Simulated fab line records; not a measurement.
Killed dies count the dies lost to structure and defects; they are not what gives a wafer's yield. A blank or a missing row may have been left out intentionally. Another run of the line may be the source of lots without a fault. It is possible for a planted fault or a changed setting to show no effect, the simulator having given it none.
A struck lot beside a sound one || flow sky130 || 14 out of 708 route steps
Sound: wafers L938.1, L938.3, L938.5. The struck wafers were L951.3, L951.5, L951.6. The cause comes at the end.
At each step with rows: each side's tool, then ch and its chambers, then its first start. Under that, the readings that differ: sound wafers || struck wafers || difference of the means || sigmas: that difference in standard deviations of wafers without a fault.
alike: a reading whose means differ by less than 2 such deviations, as well as words and numbers matching on both sides. not compared: withheld readings; readings where some wafer has no value; bounds like >300 that might hide an equal value; numbers whose values overlap and for which the record gives no deviation.
The two part at a step that has a row with sigmas, a row that says differs or no value, or rows on one side only. When numbers do not overlap yet have no deviation, they are printed without sigmas and do not part them. A reading that every wafer of one side lacks parts them only if that side has two wafers or more.

SKY_VIA3_ETCH_15: etches SiO2 in C4F8/O2/Ar, stops on TiN, target depth 507 nm, time 78 s.
  sound on rie diel-01 ch 0,1, day 41 21:39; struck on rie diel-04 ch 0,1, day 44 22:59
  alike: oes product au, rf fwd power W
  not compared: rf hours counter h
SKY_VIA3_STRIP_16: strips in O2/N2.
  sound on plasma asher-04 ch 0,1, day 41 21:43; struck on plasma asher-04 ch 0,1, day 44 23:05
  alike: drypump motor current A, oes product au, strip time to endpoint s
  not compared: rf hours counter h
then, 3 steps without rows for these wafers: SKY_VIA3_STRIP_17 (strips in post etch residue remover, time 1200 s); SKY_VIA3_CLEAN_18 (cleans in IPA, time 180 s); SKY_VIA3_CLEAN_19 (cleans in O3/DIW).
SKY_VIA3_SPUTTER_20: material TiN, target thk 20 nm, time 80 s.
  sound on pvd sputter-03, day 41 22:19; struck on pvd sputter-03, day 44 23:42
  alike: cathode dc power W, chamber pressure pa, throttle valve pct
then, 1 step without rows for these wafers: SKY_VIA3_CVD_21 (deposits W, target thk 390 nm, time 117.31 s).
SKY_VIA3_RS_MEAS_22: measures by four-point-probe.
  sound on film metro-03, day 41 22:29; struck on film metro-03, day 44 23:55
  alike: VIA3_W_RS
SKY_VIA3_THK_MEAS_23: measures by xrf.
  sound on film metro-03, day 41 22:37; struck on film metro-03, day 45 00:01
  alike: VIA3_W_THK
SKY_VIA3_CMP_24: polishes, stops on SiO2, t overpolish 20 s, target thk 0 nm.
  sound on cmp-02 ch 0,1,2, day 41 22:43; struck on cmp-01 ch 0,1,3, day 45 00:10
  alike: motor current A, overpolish run s, platen rpm, time to endpoint s
then, 2 steps without rows for these wafers: SKY_METAL4_SPUTTER_00 (material Ti, target thk 15 nm, time 10 s); SKY_METAL4_SPUTTER_01 (material TiN, target thk 20 nm, time 16.7 s).
SKY_METAL4_SPUTTER_02: material AlCu, target thk 735 nm, time 39.1 s.
  sound on pvd sputter-04, day 41 23:01; struck on pvd sputter-04, day 45 00:25
  no value came back on the struck wafers for cathode dc power W (W), chamber pressure pa (Pa), throttle valve pct (%); on the sound wafers cathode dc power W (W) reads 10597 10599 10602
SKY_METAL4_SPUTTER_03: material Ti, target thk 5 nm, time 3.3 s.
  sound on pvd sputter-04, day 41 23:04; struck on pvd sputter-04, day 45 00:27
  alike: cathode dc power W, chamber pressure pa, throttle valve pct

WHERE THEY PART
Within this record, at SKY_METAL4_SPUTTER_02 only. Later steps at which nothing parts them and some readings are alike: SKY_METAL4_SPUTTER_03.

WHY: what the simulator had put in
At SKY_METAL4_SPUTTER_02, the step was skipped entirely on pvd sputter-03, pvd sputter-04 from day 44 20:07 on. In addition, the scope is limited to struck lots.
